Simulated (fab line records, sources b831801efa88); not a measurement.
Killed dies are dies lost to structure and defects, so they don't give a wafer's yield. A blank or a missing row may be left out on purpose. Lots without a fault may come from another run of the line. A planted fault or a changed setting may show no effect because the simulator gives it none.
fab line records | flow sky130
record lots=11 wafers=33 last_day=50
route steps=708 shown METAL1@449 VIA1@460 PAD_OPEN@708
lots that met no fault: from a run of the same line without faults
start_h: hours from the record's first day to the start of the lot's first wafer shown | wait_h: hours since the lot's step before | " the same as in the row above | L1.1+2: a row that stands for several wafers | - no value, or no start given | * or withheld: withheld | < > ~ a bound
route shown NAME@n: a module of which the file shows steps, and the number in the route of the first | usual: mean/standard deviation of fault-free wafers | same: alike in all rows | chamber/n: place in a boat | sites: the reading at each site | _std_site: their standard deviation | _edge_site: outer sites' mean less inner sites' | radius_mm: how far each site lies from the wafer's centre | mask NAME#n: copy n | behind: the tool/chamber that last shaped the wafer | hold: why the lot was held/for how many hours/how that ended | device: the transistor (n, p or np) that didn't switch | end of line: the same wafers' tests at the end of the route | a step without rows: its recipe alone | killed: dies lost to structure and defects at the first sort, not the wafer's yield | map: a wafer's dies, x killed, . not, _ none there
set.NAME: the setting as run; set.NAME@STEP: as run at that earlier step | model.NAME: the simulator's own value behind a step, which no gauge read
steps of the route over a sample of lots; a table a step, a row a wafer
services: from which hour (start_h, from the record's first day; less than 0 if before it) a tool's chamber was out of use, for how many hours, and why
## steps
# step SKY_METAL1_CD_MEAS_15
# recipe target_cd_nm=140
# usual cd_nm=139.9/1.5
# columns lot.wafer tool chamber start_h wait_h cd_nm
L926.4 cd_sem-02 - 778.83 - 140.4
L926.5 " - " " 139.9
L926.6 " - " " 142.1
L925.2 cd_sem-01 - 782.04 - 140.2
L925.3 " - " " 140.7
L925.4 " - " " 140.5
L927.1 cd_sem-01 - 792.59 - 139.8
L927.2 " - " " 139.8
L927.4 " - " " 140.3
L928.1 cd_sem-02 - 796.23 - 139.8
L928.2 " - " " 139.8
L928.5 " - " " 139.6
L931.1 cd_sem-01 - 819.07 - 140.1
L931.3 " - " " 139.1
L931.6 " - " " 139.3
L932.4 cd_sem-01 - 820.68 - 138.7
L932.5 " - " " 139.0
L932.6 " - " " 137.5
L935.3 cd_sem-01 - 842.07 - 140.6
L935.5 " - " " 141.7
L935.6 " - " " 140.6
L941.1 cd_sem-02 - 895.62 - 139.7
L941.5 " - " " 140.0
L941.6 " - " " 141.5
L942.1 cd_sem-02 - 900.12 - 141.1
L942.4 " - " " 139.9
L942.5 " - " " 141.4
L944.1 cd_sem-02 - 903.37 - 139.0
L944.4 " - " " 138.1
L944.6 " - " " 137.1
L946.1 cd_sem-01 - 927.62 - 143.3
L946.3 " - " " 142.9
L946.6 " - " " 141.4
# step SKY_METAL1_DESCUM_17
# recipe chemistry=O2 source_power_w=150 bias_power_w=0 pressure_mtorr=10 temp_c=40 time_s=8
# usual chamber_pressure_mTorr=9.999/0.008 drypump_motor_current_A=5.7/0.47 oes_product_au=0.996/0.0094 rf_fwd_power_W=147.1/0.76
# columns lot.wafer tool chamber start_h wait_h chamber_pressure_mTorr drypump_motor_current_A oes_product_au rf_fwd_power_W rf_hours_counter_h
L926.4 rie_metal-02 0 778.93 0.0 10.008 6.4 0.998 145.9 -
L926.5 " 1 " " 10.007 5.2 0.995 146.4 -
L926.6 " 0 " " 9.992 6.4 0.992 145.9 -
L925.2 rie_metal-03 0 782.18 0.0 9.999 5.5 0.986 148.3 13
L925.3 " 0 " " 9.992 5.5 0.979 147.5 -
L925.4 " 1 " " 9.997 5.7 0.994 147.5 -
L927.1 rie_metal-04 1 792.74 0.0 10.013 5.3 0.983 147.6 1
L927.2 " 0 " " 10.001 6.4 1.005 146.8 14
L927.4 " 1 " " 9.987 5.3 0.988 147.7 -
L928.1 rie_metal-02 0 796.39 0.0 10.010 6.4 1.001 147.0 11
L928.2 " 1 " " 10.005 5.2 0.999 145.7 12
L928.5 " 1 " " 9.999 5.2 1.015 145.7 -
L931.1 rie_metal-03 0 819.22 0.0 10.013 5.4 0.983 147.2 14
L931.3 " 0 " " 10.002 5.5 0.986 147.8 -
L931.6 " 0 " " 9.994 5.5 0.980 147.6 -
L932.4 rie_metal-03 0 820.81 0.0 10.002 5.5 0.986 148.2 -
L932.5 " 0 " " 9.991 5.5 0.983 147.7 -
L932.6 " 0 " " 10.004 5.5 0.984 147.9 -
L935.3 rie_metal-02 1 842.20 0.0 9.991 5.2 1.012 144.9 -
L935.5 " 1 " " 9.990 5.2 1.009 145.7 -
L935.6 " 0 " " 9.996 6.4 1.006 146.2 -
L941.1 rie_metal-04 1 895.78 0.0 9.995 5.3 0.993 148.0 6
L941.5 " 0 " " 9.989 6.3 1.011 147.1 -
L941.6 " 1 " " 9.988 5.3 0.995 147.9 -
L942.1 rie_metal-04 1 900.27 0.0 9.998 5.3 0.998 147.8 7
L942.4 " 0 " " 9.996 6.4 1.003 147.1 -
L942.5 " 0 " " 9.998 6.3 1.011 146.7 -
L944.1 rie_metal-03 1 903.52 0.0 9.993 5.7 0.987 146.4 3
L944.4 " 1 " " 9.984 5.7 1.005 146.8 -
L944.6 " 1 " " 10.006 5.7 1.002 146.8 -
L946.1 rie_metal-03 1 927.78 0.0 9.991 5.7 1.004 146.6 4
L946.3 " 1 " " 10.003 5.7 0.987 147.4 -
L946.6 " 1 " " 10.003 5.7 0.990 146.8 -
# step SKY_METAL1_STRIP_20
# recipe chemistry=O2/N2 power_w=1400 pressure_mtorr=1500 platen_temp_c=withheld o2_flow_sccm=3000 n2_flow_sccm=300 overash_fraction=0.5
# usual chamber_pressure_mTorr=1499/7.3 drypump_motor_current_A=5.74/0.13 oes_product_au=0.344/0.0045 strip_time_to_endpoint_s=2.72/0.035
# columns lot.wafer tool chamber start_h wait_h chamber_pressure_mTorr drypump_motor_current_A oes_product_au rf_hours_counter_h strip_time_to_endpoint_s
L926.4 plasma_asher-04 0 779.14 0.1 1499 5.73 0.343 - 2.76
L926.5 " 0 " " 1499 5.74 0.342 - 2.73
L926.6 " 1 " " 1501 5.87 0.352 - 2.75
L925.2 plasma_asher-01 1 782.36 0.1 1500 5.72 0.342 34 2.74
L925.3 " 1 " " 1500 5.72 0.349 - 2.76
L925.4 " 0 " " 1500 5.50 0.343 - 2.69
L927.1 plasma_asher-01 0 792.93 0.1 1499 5.49 0.346 35 2.75
L927.2 " 1 " " 1499 5.71 0.343 35 2.66
L927.4 " 0 " " 1501 5.49 0.350 - 2.73
L928.1 plasma_asher-04 1 796.57 0.1 1503 5.86 0.346 96 2.72
L928.2 " 0 " " 1500 5.75 0.340 96 2.70
L928.5 " 1 " " 1501 5.88 0.340 - 2.67
L931.1 plasma_asher-04 1 819.59 0.1 1500 5.84 0.351 98 2.74
L931.3 " 0 " " 1499 5.76 0.342 - 2.75
L931.6 " 1 " " 1500 5.86 0.351 - 2.77
L932.4 plasma_asher-02 1 821.18 0.1 1500 5.89 0.353 - 2.78
L932.5 " 1 " " 1500 5.88 0.349 - 2.77
L932.6 " 0 " " 1500 5.62 0.347 - 2.77
L935.3 plasma_asher-01 1 842.41 0.1 1499 5.72 0.344 - 2.67
L935.5 " 1 " " 1501 5.74 0.340 - 2.63
L935.6 " 0 " " 1502 5.48 0.345 - 2.68
L941.1 plasma_asher-04 0 895.96 0.1 1503 5.74 0.341 106 2.73
L941.5 " 0 " " 1500 5.75 0.347 - 2.69
L941.6 " 1 " " 1502 5.88 0.347 - 2.71
L942.1 plasma_asher-02 1 900.46 0.1 1499 5.89 0.334 75 2.74
L942.4 " 0 " " 1500 5.62 0.340 - 2.71
L942.5 " 1 " " 1502 5.87 0.343 - 2.70
L944.1 plasma_asher-04 1 903.71 0.1 1498 5.89 0.345 106 2.75
L944.4 " 0 " " 1499 5.76 0.343 - 2.73
L944.6 " 1 " " 1501 5.87 0.348 - 2.72
L946.1 plasma_asher-04 0 928.15 0.1 1499 5.75 0.343 109 2.75
L946.3 " 1 " " 1500 5.85 0.341 - 2.73
L946.6 " 1 " " 1501 5.85 0.345 - 2.74
# step SKY_VIA1_CMP_02
# recipe material=SiO2 down_force_psi=4 platen_rpm=60 pad_velocity_m_s=0.94248
# usual motor_current_A=12.3/1.3
# columns lot.wafer tool chamber start_h wait_h motor_current_A
L926.4 cmp-02 0 779.92 0.1 10.5
L926.5 " 3 " " 12.7
L926.6 " 0 " " 10.2
L925.4 cmp-01 3 783.13 0.0 12.2
L925.3 " 0 " " 12.0
L925.2 " 1 " " 12.8
L927.2 cmp-01 1 793.69 0.0 12.9
L927.1 " 2 " " 11.6
L927.4 " 0 " " 12.4
L928.2 cmp-02 2 797.44 0.1 12.9
L928.1 " 3 " " 12.3
L928.5 " 1 " " 14.8
L931.3 cmp-01 2 820.36 0.0 11.2
L931.1 " 0 " " 12.1
L931.6 " 2 " " 11.5
L932.4 cmp-01 1 822.06 0.2 12.4
L932.6 " 2 " " 11.3
L932.5 " 3 " " 12.8
L935.3 cmp-01 1 843.26 0.1 12.0
L935.6 " 0 " " 11.7
L935.5 " 1 " " 12.1
L941.1 cmp-02 2 896.83 0.1 13.4
L941.6 " 0 " " 9.8
L941.5 " 1 " " 14.3
L942.1 cmp-01 2 901.22 0.1 11.3
L942.4 " 0 " " 11.7
L942.5 " 3 " " 12.7
L944.4 cmp-01 3 904.47 0.0 12.2
L944.1 " 0 " " 12.7
L944.6 " 3 " " 13.3
L946.3 cmp-02 0 928.97 0.1 10.3
L946.1 " 2 " " 13.4
L946.6 " 3 " " 12.4
# step SKY_VIA1_ETCH_15
# recipe target=SiO2 chemistry=C4F8/O2/Ar target_depth_nm=351 stop_on=TiN mask_material=KrF-thick source_w=1500 bias_w=1200 pressure_mtorr=40 c4f8_flow_sccm=withheld O2_flow_sccm=6 Ar_flow_sccm=300 time_s=54
# usual chamber_pressure_mTorr=40.00/0.036 oes_product_au=0.981/0.0054 rf_fwd_power_W=1487/5.1
# columns lot.wafer tool chamber start_h wait_h chamber_pressure_mTorr oes_product_au rf_fwd_power_W rf_hours_counter_h
L926.4 rie_diel-04 0 806.97 0.0 39.98 0.982 1488 14
L926.5 " 1 " " 39.98 0.981 1488 -
L926.6 " 2 " " 40.00 0.982 1483 -
L925.2 rie_diel-02 2 810.47 0.0 39.95 0.985 1493 2
L925.3 " 3 " " 40.03 0.987 1492 11
L925.4 " 0 " " 39.98 0.985 1490 21
L927.1 rie_diel-04 1 820.48 0.0 40.08 0.986 1487 17
L927.2 " 3 " " 40.07 0.981 1489 7
L927.4 " 0 " " 40.03 0.983 1489 14
L928.1 rie_diel-03 2 824.57 0.0 40.01 0.981 1486 5
L928.2 " 3 " " 39.97 0.986 1484 9
L928.5 " 2 " " 40.02 0.979 1487 -
L931.1 rie_diel-04 2 847.03 0.0 40.00 0.827 1483 3
L931.3 " 1 " " 40.01 0.831 1491 18
L931.6 " 2 " " 40.07 0.830 1480 -
L932.4 rie_diel-02 3 849.09 0.0 40.01 0.834 1490 -
L932.5 " 1 " " 39.94 0.835 1486 -
L932.6 " 2 " " 39.98 0.831 1482 -
L935.3 rie_diel-02 1 870.32 0.0 40.01 0.833 1492 9
L935.5 " 0 " " 40.06 0.839 1491 -
L935.6 " 3 " " 39.98 0.830 1496 -
L941.1 rie_diel-04 1 922.32 0.0 40.03 0.978 1482 20
L941.5 " 3 " " 40.01 0.966 1487 -
L941.6 " 0 " " 40.00 0.978 1496 -
L942.1 rie_diel-03 1 926.67 0.0 40.01 0.990 1486 21
L942.4 " 2 " " 39.99 0.986 1488 7
L942.5 " 1 " " 39.99 0.969 1503 -
L944.1 rie_diel-03 3 929.78 0.0 40.01 0.986 1490 11
L944.4 " 0 " " 39.97 0.981 1473 20
L944.6 " 0 " " 39.92 0.978 1482 -
L946.1 rie_diel-04 2 953.82 0.0 40.05 0.976 1485 7
L946.3 " 1 " " 39.95 0.975 1485 21
L946.6 " 2 " " 39.94 0.978 1476 -
# step SKY_PAD_OPEN_PROBE_99
# usual defect_limited_yield=82.5/2 killed_at_M0_to_M3=44/7 killed_at_M4_up=3.4/1.7 killed_at_contacts=24/4.9 killed_at_front_end=15/4.5 killed_at_other=0.4/0.61 killed_dies=86/9.7 killed_open=47/7.1 killed_short=39/6.1 sort_bin_3_pad_short=0.9/0.42 sort_bin_5_function=10.4/1.4 sort_bin_6_memory=6.2/1.2 sort_n_pass=406/9.7 sort_yield_pct=82.5/2
# same gross_dies=492 killed_at_back_side=0 sort_bin_4_leakage[%]=0 sort_bin_8_speed[%]=0
# columns lot.wafer tool chamber start_h wait_h defect_limited_yield[%] killed_at_M0_to_M3 killed_at_M4_up killed_at_contacts killed_at_front_end killed_at_other killed_dies killed_open killed_short sort_bin_3_pad_short[%] sort_bin_5_function[%] sort_bin_6_memory[%] sort_n_pass sort_yield_pct[%]
L926.4 prober-02 - 1087.61 0.2 81.7 47 3 22 17 1 90 53 37 0.8 11.2 6.3 402 81.7
L926.5 prober-02 - 1087.66 0.2 79.5 57 0 28 16 0 101 54 47 1.4 10.4 8.7 391 79.5
L926.6 prober-02 - 1087.71 0.2 81.9 39 3 25 22 0 89 49 40 1.2 11.0 5.9 403 81.9
L925.2 prober-01 - 1089.41 0.1 84.8 35 4 24 12 0 75 46 29 0.8 10.2 4.3 417 84.8
L925.3 prober-01 - 1089.46 0.2 83.5 43 3 19 16 0 81 44 37 1.0 11.2 4.3 411 83.5
L925.4 prober-01 - 1089.51 0.2 83.3 48 2 24 8 0 82 50 32 1.2 8.5 6.9 410 83.3
L927.1 prober-01 - 1096.28 0.1 83.5 42 3 17 19 0 81 38 43 0.8 10.2 5.5 411 83.5
L927.2 prober-01 - 1096.33 0.1 77.6 63 3 21 23 0 110 53 57 1.4 13.6 7.3 382 77.6
L927.4 prober-01 - 1096.43 0.2 81.7 48 3 20 19 0 90 49 40 1.0 12.0 5.3 402 81.7
L928.1 prober-02 - 1102.49 0.1 84.1 38 3 27 10 0 78 45 33 0.6 11.0 4.3 414 84.1
L928.2 prober-02 - 1102.54 0.1 83.9 49 2 22 5 1 79 44 35 1.4 9.1 5.5 413 83.9
L928.5 prober-02 - 1102.69 0.2 86.6 31 2 22 11 0 66 35 31 0.4 7.9 5.1 426 86.6
L931.1 prober-02 - 1119.20 0.1 84.8 34 2 26 11 2 75 45 30 1.2 10.2 3.9 417 84.8
L931.3 prober-02 - 1119.30 0.2 82.5 41 0 28 15 2 86 49 36 1.8 8.7 6.9 406 82.5
L931.6 prober-02 - 1119.45 0.2 83.7 44 0 24 12 0 80 36 43 0.8 10.0 5.5 412 83.7
L932.4 prober-01 - 1120.71 0.2 81.5 48 6 26 11 0 91 54 37 1.2 11.2 6.1 401 81.5
L932.5 prober-01 - 1120.76 0.2 85.2 41 4 16 12 0 73 34 39 1.0 8.9 4.9 419 85.2
L932.6 prober-01 - 1120.81 0.2 82.5 47 2 21 15 1 86 47 39 1.0 12.0 4.5 406 82.5
L935.3 prober-02 - 1136.25 0.2 82.5 42 6 20 17 1 86 44 41 1.2 9.8 6.5 406 82.5
L935.5 prober-02 - 1136.35 0.2 81.9 47 4 20 17 1 89 55 34 0.4 11.6 6.1 403 81.9
L935.6 prober-02 - 1136.40 0.2 81.5 49 0 26 16 0 91 44 47 1.2 8.5 8.7 401 81.5
L941.1 prober-02 - 1174.85 0.1 83.9 29 4 29 16 1 79 42 36 1.0 10.4 4.7 413 83.9
L941.5 prober-02 - 1175.05 0.2 80.1 43 5 31 19 0 98 61 37 0.6 11.4 7.9 394 80.1
L941.6 prober-02 - 1175.10 0.2 87.4 33 5 12 10 2 62 28 33 0.6 7.5 4.5 430 87.4
L942.1 prober-01 - 1177.54 0.1 84.1 36 3 22 17 0 78 38 40 0.8 9.8 5.3 414 84.1
L942.4 prober-01 - 1177.69 0.2 85.0 40 2 22 8 2 74 44 30 1.0 8.3 5.7 418 85.0
L942.5 prober-01 - 1177.74 0.2 80.3 53 5 23 16 0 97 47 49 1.2 11.4 7.1 395 80.3
L944.1 prober-02 - 1179.53 0.1 85.6 30 2 23 16 0 71 42 28 0.4 8.5 5.5 421 85.6
L944.4 prober-02 - 1179.68 0.2 86.6 43 4 10 9 0 66 32 34 0.8 7.3 5.3 426 86.6
L944.6 prober-02 - 1179.78 0.2 81.7 42 4 22 22 0 90 41 48 1.4 11.0 5.9 402 81.7
L946.1 prober-01 - 1194.88 0.1 83.3 42 4 22 14 0 82 40 42 0.8 10.8 5.1 410 83.3
L946.3 prober-01 - 1194.98 0.2 82.5 51 4 17 14 0 86 44 42 1.0 11.6 4.9 406 82.5
L946.6 prober-01 - 1195.13 0.2 82.3 55 2 20 10 0 87 40 47 1.2 11.4 5.1 405 82.3
# killed by level:class
L926.4 VIA2:geometric_particle:open=12 VIA1:geometric_particle:open=11 CONTACT:geometric_particle:open=8 FIELD_ISO:geometric_particle:open=5 LI_CONTACT:geometric_particle:open=5 METAL2:geometric_particle:short=5 FIELD_ISO:geometric_particle:short=4 CONTACT:geometric_particle:short=4
L926.5 VIA1:geometric_particle:open=13 LI_CONTACT:geometric_particle:open=11 VIA3:geometric_particle:open=8 CONTACT:geometric_particle:open=7 METAL3:geometric_particle:short=6 VIA2:geometric_particle:open=5 VIA1:geometric_particle:short=5 METAL2:geometric_particle:short=5
L926.6 VIA1:geometric_particle:open=9 CONTACT:geometric_particle:open=8 FIELD_ISO:geometric_particle:open=7 LI_CONTACT:geometric_particle:open=7 VIA2:geometric_particle:short=5 LOCAL_INTERCONNECT:geometric_particle:short=5 VIA3:geometric_particle:short=5 VIA3:geometric_particle:open=5
L925.2 CONTACT:geometric_particle:open=12 VIA3:geometric_particle:open=8 VIA1:geometric_particle:open=7 FIELD_ISO:geometric_particle:open=5 CONTACT:geometric_particle:short=5 METAL1:geometric_particle:short=5 LI_CONTACT:geometric_particle:open=4 VIA3:geometric_particle:short=4
L925.3 VIA1:geometric_particle:open=11 CONTACT:geometric_particle:open=11 VIA3:geometric_particle:open=10 METAL2:geometric_particle:short=7 FIELD_ISO:geometric_particle:short=5 VIA1:geometric_particle:short=5 POLY_GATE:geometric_particle:short=4 LI_CONTACT:geometric_particle:open=4
L925.4 VIA1:geometric_particle:open=13 CONTACT:geometric_particle:open=11 METAL1:geometric_particle:short=8 VIA2:geometric_particle:open=8 LI_CONTACT:geometric_particle:open=5 CONTACT:geometric_particle:short=4 VIA2:geometric_particle:short=4 VIA3:geometric_particle:open=4
L927.1 VIA1:geometric_particle:open=9 CONTACT:geometric_particle:open=7 METAL2:geometric_particle:short=6 VIA3:geometric_particle:open=6 CONTACT:geometric_particle:short=5 VIA1:geometric_particle:short=5 FIELD_ISO:geometric_particle:short=4 POLY_GATE:geometric_particle:short=4
L927.2 VIA1:geometric_particle:open=13 METAL2:geometric_particle:short=10 VIA2:geometric_particle:open=9 FIELD_ISO:geometric_particle:short=8 CONTACT:geometric_particle:open=8 FIELD_ISO:geometric_particle:open=7 METAL3:geometric_particle:short=6 METAL1:geometric_particle:short=6
L927.4 VIA1:geometric_particle:open=9 METAL2:geometric_particle:short=9 CONTACT:geometric_particle:open=9 VIA2:geometric_particle:open=8 VIA3:geometric_particle:open=8 FIELD_ISO:geometric_particle:short=7 POLY_GATE:geometric_particle:short=4 LI_CONTACT:geometric_particle:open=4
L928.1 CONTACT:geometric_particle:short=10 VIA2:geometric_particle:open=10 LI_CONTACT:geometric_particle:open=7 VIA3:geometric_particle:open=7 VIA1:geometric_particle:open=6 CONTACT:geometric_particle:open=5 METAL1:geometric_particle:short=4 LI_CONTACT:geometric_particle:short=4
L928.2 VIA1:geometric_particle:open=12 VIA3:geometric_particle:open=10 CONTACT:geometric_particle:open=8 CONTACT:geometric_particle:short=6 VIA1:geometric_particle:short=6 VIA2:geometric_particle:open=5 METAL1:geometric_particle:short=5 METAL2:geometric_particle:short=5
L928.5 CONTACT:geometric_particle:short=8 LI_CONTACT:geometric_particle:open=7 VIA1:geometric_particle:open=7 VIA3:geometric_particle:open=7 VIA2:geometric_particle:open=4 POLY_GATE:geometric_particle:short=3 CONTACT:geometric_particle:open=3 METAL1:geometric_particle:short=3
L931.1 CONTACT:geometric_particle:open=12 CONTACT:geometric_particle:short=6 VIA1:geometric_particle:open=6 VIA2:geometric_particle:open=6 FIELD_ISO:geometric_particle:open=5 VIA1:geometric_particle:short=4 LI_CONTACT:geometric_particle:open=4 METAL1:geometric_particle:short=4
L931.3 CONTACT:geometric_particle:open=9 VIA1:geometric_particle:open=9 VIA3:geometric_particle:open=8 LI_CONTACT:geometric_particle:open=7 METAL1:geometric_particle:short=6 CONTACT:geometric_particle:short=6 VIA1:geometric_particle:short=5 VIA2:geometric_particle:open=4
L931.6 CONTACT:geometric_particle:short=11 VIA1:geometric_particle:open=10 VIA1:geometric_particle:short=8 CONTACT:geometric_particle:open=7 METAL2:geometric_particle:short=6 VIA2:geometric_particle:open=5 VIA3:geometric_particle:open=5 FIELD_ISO:geometric_particle:open=3
L932.4 VIA1:geometric_particle:open=14 CONTACT:geometric_particle:open=13 VIA3:geometric_particle:open=10 CONTACT:geometric_particle:short=9 VIA2:geometric_particle:open=6 METAL2:geometric_particle:short=5 METAL1:geometric_particle:short=4 VIA1:geometric_particle:short=4
L932.5 CONTACT:geometric_particle:short=8 VIA1:geometric_particle:open=8 VIA1:geometric_particle:short=6 VIA2:geometric_particle:open=6 VIA3:geometric_particle:open=5 POLY_GATE:geometric_particle:short=4 METAL2:geometric_particle:short=4 METAL3:geometric_particle:short=4
L932.6 VIA1:geometric_particle:open=13 CONTACT:geometric_particle:open=7 CONTACT:geometric_particle:short=7 VIA1:geometric_particle:short=7 FIELD_ISO:geometric_particle:open=6 VIA2:geometric_particle:open=6 VIA3:geometric_particle:open=5 FIELD_ISO:geometric_particle:short=4
L935.3 VIA1:geometric_particle:open=10 VIA3:geometric_particle:open=7 LI_CONTACT:geometric_particle:open=6 METAL1:geometric_particle:short=6 FIELD_ISO:geometric_particle:short=5 CONTACT:geometric_particle:open=5 FIELD_ISO:geometric_particle:open=4 METAL2:geometric_particle:short=4
L935.5 CONTACT:geometric_particle:open=11 VIA3:geometric_particle:open=10 FIELD_ISO:geometric_particle:open=8 VIA2:geometric_particle:open=8 VIA1:geometric_particle:open=7 METAL1:geometric_particle:short=5 VIA3:geometric_particle:short=4 CONTACT:geometric_particle:short=3
L935.6 VIA1:geometric_particle:open=10 METAL1:geometric_particle:short=7 VIA2:geometric_particle:open=6 LI_CONTACT:geometric_particle:open=6 VIA2:geometric_particle:short=6 LI_CONTACT:geometric_particle:short=5 CONTACT:geometric_particle:open=5 CONTACT:geometric_particle:short=5
L941.1 LI_CONTACT:geometric_particle:open=11 LOCAL_INTERCONNECT:geometric_particle:short=7 VIA3:geometric_particle:open=7 POLY_GATE:geometric_particle:open=6 CONTACT:geometric_particle:short=6 FIELD_ISO:geometric_particle:short=4 METAL2:geometric_particle:short=4 VIA2:geometric_particle:open=4
L941.5 LI_CONTACT:geometric_particle:open=12 CONTACT:geometric_particle:open=12 VIA1:geometric_particle:open=9 VIA3:geometric_particle:open=9 POLY_GATE:geometric_particle:open=7 VIA1:geometric_particle:short=6 METAL3:geometric_particle:short=5 FIELD_ISO:geometric_particle:open=3
L941.6 VIA1:geometric_particle:open=7 CONTACT:geometric_particle:short=6 VIA1:geometric_particle:short=6 VIA2:geometric_particle:open=5 FIELD_ISO:geometric_particle:short=4 POLY_GATE:geometric_particle:short=3 LI_CONTACT:geometric_particle:open=3 CONTACT:geometric_particle:open=3
L942.1 VIA1:geometric_particle:open=7 POLY_GATE:geometric_particle:open=6 LI_CONTACT:geometric_particle:open=6 METAL1:geometric_particle:short=6 LOCAL_INTERCONNECT:geometric_particle:short=5 VIA1:geometric_particle:short=5 METAL2:geometric_particle:short=4 VIA3:geometric_particle:open=4
L942.4 VIA1:geometric_particle:open=12 LI_CONTACT:geometric_particle:open=9 VIA3:geometric_particle:open=9 LOCAL_INTERCONNECT:geometric_particle:short=4 CONTACT:geometric_particle:open=4 VIA3:geometric_particle:short=4 FIELD_ISO:geometric_particle:open=3 LI_CONTACT:geometric_particle:short=3
L942.5 VIA1:geometric_particle:open=11 VIA2:geometric_particle:open=9 METAL2:geometric_particle:short=8 CONTACT:geometric_particle:open=7 METAL1:geometric_particle:short=7 LOCAL_INTERCONNECT:geometric_particle:short=6 POLY_GATE:geometric_particle:open=5 VIA3:geometric_particle:open=5
L944.1 CONTACT:geometric_particle:open=12 VIA2:geometric_particle:open=10 FIELD_ISO:geometric_particle:open=4 FIELD_ISO:geometric_particle:short=4 METAL1:geometric_particle:short=4 CONTACT:geometric_particle:short=4 VIA1:geometric_particle:open=4 VIA3:geometric_particle:short=4
L944.4 CONTACT:geometric_particle:open=7 METAL1:geometric_particle:short=7 VIA2:geometric_particle:open=7 VIA1:geometric_particle:open=6 FIELD_ISO:geometric_particle:short=5 VIA1:geometric_particle:short=4 VIA2:geometric_particle:short=4 METAL3:geometric_particle:short=4
L944.6 FIELD_ISO:geometric_particle:short=11 CONTACT:geometric_particle:open=9 VIA1:geometric_particle:open=9 METAL1:geometric_particle:short=7 METAL2:geometric_particle:short=6 VIA2:geometric_particle:open=6 POLY_GATE:geometric_particle:short=5 LOCAL_INTERCONNECT:geometric_particle:short=4
L946.1 VIA1:geometric_particle:open=9 LOCAL_INTERCONNECT:geometric_particle:short=6 LI_CONTACT:geometric_particle:short=6 CONTACT:geometric_particle:open=6 METAL1:geometric_particle:short=6 VIA2:geometric_particle:open=6 VIA3:geometric_particle:open=5 POLY_GATE:geometric_particle:open=4
L946.3 VIA2:geometric_particle:open=11 CONTACT:geometric_particle:short=6 METAL1:geometric_particle:short=6 CONTACT:geometric_particle:open=5 METAL2:geometric_particle:short=5 VIA1:geometric_particle:open=5 VIA1:geometric_particle:short=5 POLY_GATE:geometric_particle:short=4
L946.6 VIA1:geometric_particle:open=11 METAL1:geometric_particle:short=8 VIA2:geometric_particle:open=8 CONTACT:geometric_particle:open=7 VIA1:geometric_particle:short=6 VIA3:geometric_particle:open=6 LI_CONTACT:geometric_particle:short=5 LOCAL_INTERCONNECT:geometric_particle:short=5
## services
# columns tool chamber start_h hours kind
rie_diel-03 - 760.06 0.3 repair
rie_metal-02 - 761.53 2.8 pm
cmp-01 - 764.36 0.8 repair
plasma_asher-04 - 779.63 7.0 repair
cmp-01 - 784.77 2.9 repair
cmp-02 - 787.81 5.6 pm
rie_diel-03 2 810.70 8.7 repair
cmp-01 - 814.40 0.8 repair
cmp-01 - 826.95 4.8 pm
rie_diel-02 0 836.78 28.9 repair
cmp-02 - 836.85 0.8 repair
rie_diel-02 - 842.66 2.6 repair
cmp-02 - 846.64 2.4 repair
cmp-01 - 848.47 1.1 repair
plasma_asher-04 - 860.76 4.6 repair
rie_diel-03 3 879.25 3.4 repair
cmp-01 - 892.82 0.4 repair
rie_diel-03 - 893.42 2.8 pm
plasma_asher-04 - 899.08 2.8 pm
cmp-01 - 907.14 7.5 pm
cmp-02 - 909.67 0.5 repair
cmp-01 - 914.69 4.0 pm
cmp-01 - 931.04 23.4 repair
cmp-01 - 941.94 1.1 repair
## key
first_sign step=SKY_VIA1_ETCH_15 reading=oes_product_au direction=down sigmas=28 usual=0.981 struck=0.832
effect none on later readings
met_at SKY_VIA1_CMP_02
struck_lots L931,L932,L935
not_acting_at SKY_METAL1_CD_MEAS_15,SKY_METAL1_DESCUM_17,SKY_METAL1_STRIP_20
onset_between 793.69 820.36
fault kind=process_parameter_drift tool=cmp-01 chamber=- onset_h=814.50 steps=SKY_VIA1_CMP_02 channel=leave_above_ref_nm offset=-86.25 shape=step end_h=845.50 acts_in=these_recipes_only stated=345
